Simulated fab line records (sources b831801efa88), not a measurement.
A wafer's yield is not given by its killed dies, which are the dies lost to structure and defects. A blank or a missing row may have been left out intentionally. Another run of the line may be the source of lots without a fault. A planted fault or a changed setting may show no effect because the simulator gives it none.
The same fault as seen by 2 desks + flow sky130 + each desk has only its own numbers; what lay behind them comes last

AT THE METROLOGY DESK
What the gauges read for every lot (on any tool): the sampled wafers with a number, averaged. The brackets show how far a lot's mean lies from the usual mean; more than 4 standard deviations puts the lot out of limits, marked OUT.
Columns: A = cd-nm at SKY_SD_N_CD_MEAS_07, usual 380.6 nm; B = SD_N_OVL at SKY_SD_N_OVL_MEAS_08, usual 0.4 nm; C = SD_N_TW at SKY_SD_N_TW_MEAS_12, usual 3970
| lot  | first seen here | A     | B    | C    |
|------|-----------------|-------|------|------|
| L238 | day 28 20:20    | 381.8 | -1.5 | 3945 |
| L240 | day 30 02:02    | 381.4 | 1.0  | 3961 |
| L249 | day 33 13:23    | 380.7 | -1.4 | 4047 |
| L252 | day 33 14:58    | 380.3 | 0.5  | 3931 |
| L255 | day 34 12:46    | 380.5 | 0.4  | 3961 |
| L259 | day 35 12:55    | 379.3 | 1.8  | 3995 |
This desk's verdict: no lot among the 6 shows anything out of limits.

DESK OF THE TOOL OWNER: rtp-anneal-02
The tool's own readings at SKY_SD_N_RTA_14 (time 2 s): means of the sampled wafers that have a number, for each lot that ran on this tool. The brackets show how far a lot's mean lies from the usual mean; more than 4 standard deviations puts the lot out of limits, marked OUT.
Columns: A = lamp-power-pct at SKY_SD_N_RTA_14, usual 15.73 %; B = ramp-down-c-per-s at SKY_SD_N_RTA_14, usual 90.000; C = wafer_temp_C_max at SKY_SD_N_RTA_14, usual 1078.0
| lot  | first seen here | A     | B                        | C      |
|------|-----------------|-------|--------------------------|--------|
| L238 | day 28 20:59    | 15.79 | 90.007                   | 1077.6 |
| L240 | day 30 02:42    | 15.76 | 89.993                   | 1078.4 |
| L249 | day 33 14:04    | 15.69 | 35.992 (-99 or more) OUT | 1079.3 |
| L252 | day 33 15:38    | 15.76 | 36.019 (-99 or more) OUT | 1078.3 |
This desk finds L249, L252 out of limits, L249 being first, at day 33 14:04 (ramp-down-c-per-s at SKY_SD_N_RTA_14). L238, L240 stayed within limits.

ALL TOGETHER
The tool owner's desk had the chance to raise an alarm at day 33 14:04 on L249, L252.
The metrology desk saw nothing out of limits.
The metrology desk has L249, L252 on record, within its limits.
On rtp-anneal-02, each named lot ran SKY_SD_N_RTA_14.

WHAT HAD BEEN PUT IN BY THE SIMULATOR
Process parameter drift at SKY_SD_N_RTA_14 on rtp-anneal-02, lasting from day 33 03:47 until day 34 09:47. A move of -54 in setting ramp-down-c-per-s, from 90. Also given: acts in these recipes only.
Lots struck among those shown: L249, L252.
How many hours passed from the start of the fault until each desk's first out-of-limits reading: the tool owner's desk, 10.
